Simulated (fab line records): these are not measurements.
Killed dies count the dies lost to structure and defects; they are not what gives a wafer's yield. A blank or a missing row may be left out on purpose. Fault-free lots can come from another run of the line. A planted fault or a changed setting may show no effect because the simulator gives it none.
Struck lot and sound lot, side by side | flow sky130 | 15 steps out of a route of 708
Sound: these wafers, L415.1, L415.2, L415.3. Struck: wafer L428.3 (left out: L428.1, L428.6 of the same lot, which were not struck); the cause appears at the end.
For every step that has rows: the tool of each side, followed by ch and its chambers, followed by its first start. Under that, the readings that differ: sound wafers | struck wafers | difference of the means | sigmas: that difference in standard deviations of wafers without a fault.
alike: a reading whose means differ by less than 2 such deviations, as well as words and numbers matching on both sides. not compared: withheld readings; readings where some wafer has no value; bounds like >300 that might hide an equal value; numbers whose values overlap and for which the record gives no deviation.
A row with sigmas, a row that says differs or no value, or rows on one side alone: a step with any of these is where the two part. Numbers that have no deviation but don't overlap get no sigmas and don't part them. A reading missing from all wafers of one side parts the sides only when that side holds two or more wafers.

SKY_VIA3_STRIP_16: strips in O2/N2.
  sound on plasma_asher-03 ch 0,1, day 41 13:19; struck on plasma_asher-03 ch 1, day 44 21:53
  alike: chamber_pressure_mTorr, drypump_motor_current_A, oes_product_au, strip_time_to_endpoint_s
  not compared: rf_hours_counter_h
then, 4 steps without rows for these wafers: SKY_VIA3_STRIP_17 (strips in post etch residue remover, time 1200 s); SKY_VIA3_CLEAN_18 (cleans in IPA, time 180 s); SKY_VIA3_CLEAN_19 (cleans in O3/DIW); SKY_VIA3_SPUTTER_20 (material TiN, target thk 20 nm, time 80 s).
SKY_VIA3_CVD_21: deposits W, target thk 390 nm, time 117.31 s.
  sound on cvd_w-01 ch 0,1, day 41 13:58; struck on cvd_w-02 ch 0, day 44 22:32
  alike: heater_power_w
SKY_VIA3_RS_MEAS_22: measures by four-point-probe.
  struck on film_metro-03, day 44 22:40; sound on film_metro-02, day 41 14:05
  alike: VIA3_W_RS
SKY_VIA3_THK_MEAS_23: measures by xrf.
  struck on film_metro-03, day 44 22:47; sound on film_metro-02, day 41 14:13
  alike: VIA3_W_THK
SKY_VIA3_CMP_24: polishes, stops on SiO2, t overpolish 20 s, target thk 0 nm.
  sound on cmp-01 ch 1,2,3, day 41 14:16; struck on cmp-02 ch 1, day 44 22:56
  alike: motor_current_A, overpolish_run_s, time_to_endpoint_s
then, 1 step without rows for these wafers: SKY_METAL4_SPUTTER_00 (material Ti, target thk 15 nm, time 10 s).
SKY_METAL4_SPUTTER_01: material TiN, target thk 20 nm, time 16.7 s.
  struck on pvd_sputter-03, day 44 23:10; sound on pvd_sputter-03, day 41 14:35
  alike: cathode_dc_power_W, throttle_valve_pct
SKY_METAL4_SPUTTER_02: material AlCu, target thk 735 nm, time 39.1 s.
  struck on pvd_sputter-03, day 44 23:11; sound on pvd_sputter-03, day 41 14:37
  alike: cathode_dc_power_W, throttle_valve_pct
SKY_METAL4_SPUTTER_03: material Ti, target thk 5 nm, time 3.3 s.
  struck on pvd_sputter-03, day 44 23:13; sound on pvd_sputter-03, day 41 14:40
  reading                | sound                | struck | difference | sigmas
  cathode_dc_power_W (W) | 2999.9 3000.7 3000.5 | 2918.2 | -82.2      | -99 or more
  alike: throttle_valve_pct
then, 1 step without rows for these wafers: SKY_METAL4_SPUTTER_04 (material TiN, target thk 70 nm, time 58.3 s).
-- the record jumps here: 5 days lie between the struck wafers' starts before and after (it left off in module METAL4 and takes up again in module PAD_OPEN, whose first step shown is number 708 of the route) --
SKY_PAD_OPEN_PROBE_99:
  only the struck wafers here have rows in the record (prober-01, day 50 07:32); the sound ones have none

## WHERE THEY PART
At SKY_METAL4_SPUTTER_03 first; at SKY_PAD_OPEN_PROBE_99 last (within this record only).

WHY: what had been put in by the simulator
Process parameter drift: pvd_sputter-03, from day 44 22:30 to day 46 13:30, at SKY_METAL4_SPUTTER_03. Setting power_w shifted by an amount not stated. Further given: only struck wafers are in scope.
